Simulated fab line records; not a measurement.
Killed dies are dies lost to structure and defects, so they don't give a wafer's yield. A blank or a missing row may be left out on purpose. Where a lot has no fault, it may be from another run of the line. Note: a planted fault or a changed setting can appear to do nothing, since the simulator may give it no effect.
Which of the tools did it? ; flow sky130 ; Sampling: 24 lots, 72 wafers, 2 of 708 route steps

== WHAT THE GAUGES SHOWED, per wafer ==
SKY_FIELD_ISO_CD_MEAS_13: the cd target is 150 nm. Usual: cd-nm at 150.1 nm, with a standard deviation of 1.6.
lot;measured;on;cd-nm (nm);flag
L074;day 2 04:25;cd-sem-01;150.8 148.6 149.2;
L075;day 2 08:59;cd-sem-01;148.7 147.1 148.7;
L076;day 2 15:59;cd-sem-02;149.6 151.2 149.6;
L077;day 2 20:14;cd-sem-02;151.6 151.3 151.8;
L078;day 3 01:25;cd-sem-01;149.5 150.6 151.6;
L079;day 3 07:22;cd-sem-01;148.0 147.6 146.4;
L080;day 3 10:44;cd-sem-01;151.2 151.3 149.9;
L081;day 3 19:52;cd-sem-02;148.7 152.0 152.1;
L082;day 4 02:43;cd-sem-02;149.7 147.5 149.4;
L083;day 4 02:44;cd-sem-01;151.5 154.0 152.3;
L084;day 4 11:53;cd-sem-01;151.7 152.8 152.7;
L085;day 4 12:28;cd-sem-02;152.0 151.6 152.8;
L087;day 5 00:05;cd-sem-02;149.2 148.1 149.3;
L086;day 5 00:17;cd-sem-01;150.5 151.3 150.6;
L088;day 5 06:08;cd-sem-02;150.5 151.4 151.7;
L089;day 5 11:41;cd-sem-01;150.1 151.1 150.3;
L090;day 5 17:02;cd-sem-02;146.9 147.6 149.7;
L091;day 5 23:53;cd-sem-02;149.4 149.2 149.4;
L092;day 6 06:17;cd-sem-02;151.3 149.5 150.8;
L093;day 6 08:14;cd-sem-02;147.9 148.4 147.8;
L094;day 6 14:16;cd-sem-02;149.2 149.4 148.5;
L095;day 6 20:02;cd-sem-02;148.7 151.4 148.2;
L096;day 6 23:08;cd-sem-01;148.9 149.8 148.4;
L097;day 7 04:21;cd-sem-02;152.5 151.8 151.4;

SKY_METAL1_THK_MEAS_06: measures by xrf. Usual: METAL1_ALCU_THK 252 nm, standard deviation 3.4.
lot;measured;on;METAL1_ALCU_THK (nm);flag
L074;day 31 23:47;film-metro-03;255 251 250;
L075;day 32 09:04;film-metro-03;260 255 252;
L076;day 32 14:09;film-metro-01;249 257 248;
L077;day 33 10:37;film-metro-01;250 248 251;
L078;day 34 09:29;film-metro-02;251 257 253;
L079;day 34 18:15;film-metro-03;250 250 255;
L080;day 34 17:52;film-metro-02;252 259 251;
L081;day 35 09:20;film-metro-01;257 251 253;
L082;day 35 11:39;film-metro-03;251 251 248;
L083;day 35 13:34;film-metro-01;260 253 258;
L084;day 35 14:42;film-metro-03;250 253 254;
L085;day 35 14:22;film-metro-01;254 254 255;
L087;day 36 04:02;film-metro-01;251 251 249;
L086;day 36 10:22;film-metro-01;255 247 250;
L088;day 37 04:29;film-metro-03;252 255 254;
L089;day 37 00:01;film-metro-01;250 256 256;
L090;day 37 12:49;film-metro-02;252 251 252;
L091;day 37 15:28;film-metro-02;250 256 250;
L092;day 37 18:32;film-metro-02;255 254 251;
L093;day 37 20:16;film-metro-02;246 249 246;
L094;day 38 00:53;film-metro-01;250 248 248;
L095;day 38 21:18;film-metro-02;252 252 253;
L096;day 38 22:34;film-metro-01;246 248 251;
L097;day 39 00:40;film-metro-01;253 253 258;

== EACH LOT AND THE TOOL THAT RAN IT (in order: tool; ch and the chambers of the sampled wafers; start) ==
No process step before these readings appears in the record.

== WHAT THE TOOLS THEMSELVES READ (means of the sampled wafers that have a number; where no wafer has one, the mark that the record gives instead) ==
The record holds no such reading with a usual standard deviation.

== THE ANSWER, worked out from the rows above alone ==
Rule: a lot counts as off when the mean over its wafers that have a number is more than 3 standard deviations away from the usual mean. Also off: a lot with no number at a reading for which 4 or more lots have one. All remaining lots with rows at the step are treated as sound. The gauges are gone through in route order, then the tools' own readings, and for those a lot's mean is taken as printed above. At the first step where some lot is off, the reading lying furthest off is the one used; lots without a number count as furthest.
No lot is off at any reading shown: from this, nothing can be told.

== WHAT WAS PUT IN BY THE SIMULATOR ==
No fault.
